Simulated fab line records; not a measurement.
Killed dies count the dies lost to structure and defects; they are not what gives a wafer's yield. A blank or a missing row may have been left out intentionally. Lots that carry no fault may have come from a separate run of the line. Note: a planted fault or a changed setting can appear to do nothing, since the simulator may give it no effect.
Code-filled problem report in 8D (eight disciplines) form || flow gf180mcu || the parts of the form that need people (team, actions taken, sign-off) are left out

## 1. WHAT IS WRONG
GF_M2_SPUTTER_01, cathode-dc-power-W: mean 7199.0 W over 1 wafer from 1 lot; wafers with no fault: 6500.1 W, standard deviation 1.2. So: +99 or more standard deviations from the usual mean.
The step: material TiN, target thk 30 nm, time 25 s.
First seen on wafer L291.2, day 22 07:26, on pvd-sputter-03. Wafers with a number at this step in the record: 15, from 5 lots. The rule behind "out" and "out of limits": a value lying over 4 standard deviations away from the usual mean. All remaining wafers that have a number are taken as sound.

## 2. WHAT IT IS, AND WHAT IT ISN'T
{"question": "which readings at this step", "is": "cathode-dc-power-W", "is not": "throttle-valve-pct"}
{"question": "which lots", "is": "L291", "is not": "L280, L299, L302, L303"}
{"question": "which wafers of those lots", "is": "L291.2", "is not": "L291.1, L291.6"}
{"question": "read on which tools", "is": "pvd-sputter-03", "is not": "pvd-sputter-02, pvd-sputter-04"}
{"question": "when", "is": "from day 22 07:26", "is not": "up to then (5 sound wafers); but 9 sound wafers of L299, L302, L303 came after"}

## 3. SUSPECTS, AND WHAT RULES EACH OUT
Counting: if a tool at a process step up to the reading ran every lot that is out, it stays a suspect. Sound lots after the first of them don't rule it out here, since some wafers of a struck lot are sound.
- rie-diel-04 at GF_V1_ETCH_16 (etches BARC in N2/H2): kept. L291, the lot that is out, went through it at day 22 05:59; up to then, the latest sound lot through it was L280 at day 18 00:14.
- pvd-sputter-02 at GF_V1_SPUTTER_21 (material Ti, target thk 15 nm, time 80.02 s): kept. It ran the lot that is out, L291 (day 22 06:38).
- cmp-02 at GF_V1_CMP_26 (polishes, stops on SiO2, t overpolish 15 s, target thk 0 nm): kept. It ran the lot that is out, L291 (day 22 07:02).
- pvd-sputter-03 at GF_M2_SPUTTER_00 (material Ti, target thk 37.5 nm, time 150 s): kept. L291, the lot that is out, went through it at day 22 07:20; up to then, the latest sound lot through it was L280 at day 18 01:35.
- pvd-sputter-03 at GF_M2_SPUTTER_01 (material TiN, target thk 30 nm, time 25 s): kept. L291, the lot that is out, went through it at day 22 07:26; up to then, the latest sound lot through it was L280 at day 18 01:41. Out on those wafers are its own readings of cathode-dc-power-W.
- At GF_V1_ETCH_16, inside rie-diel-04: chamber 3 took the wafers that are out, while their sound lot-mates went through chambers 0, 1.
- Within cmp-02 at GF_V1_CMP_26, the wafers that are out were processed in chamber 2 and their sound lot-mates in chamber 1.
Left after counting: rie-diel-04 at GF_V1_ETCH_16, pvd-sputter-02 at GF_V1_SPUTTER_21, cmp-02 at GF_V1_CMP_26, pvd-sputter-03 at GF_M2_SPUTTER_00, pvd-sputter-03 at GF_M2_SPUTTER_01.

## 4. THE CAUSE (what the simulator had put in)
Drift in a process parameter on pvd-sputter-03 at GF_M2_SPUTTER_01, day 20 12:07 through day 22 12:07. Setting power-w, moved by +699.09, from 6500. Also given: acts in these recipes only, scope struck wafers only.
Counting leaves 5 suspects; this tool is one of them.

## 5. THE CHAIN OF EFFECTS, in route order
One row per reading whose mean, taken over the struck wafers that have a number, lies over 3 standard deviations from the usual. Scope: only readings with a usual standard deviation given in the record; hours: median across lots of the time from each lot's start at the first step in this table that gives one to its start at this step; sigmas: change in usual standard deviations.
{"hours": 0, "step": "GF_M2_SPUTTER_01", "reading": "cathode-dc-power-W", "usual": "6500.1 W", "on struck wafers": 7199.0, "change": "+698.9", "sigmas": "+99 or more"}
It contains these process steps:
- GF_M2_SPUTTER_01: material TiN, target thk 30 nm, time 25 s.

## 6. HOW IT WOULD HAVE BEEN CAUGHT EARLIER
43 hours passed between the start of the fault at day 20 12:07 and the first reading out of limits in this record, taken at day 22 07:26.
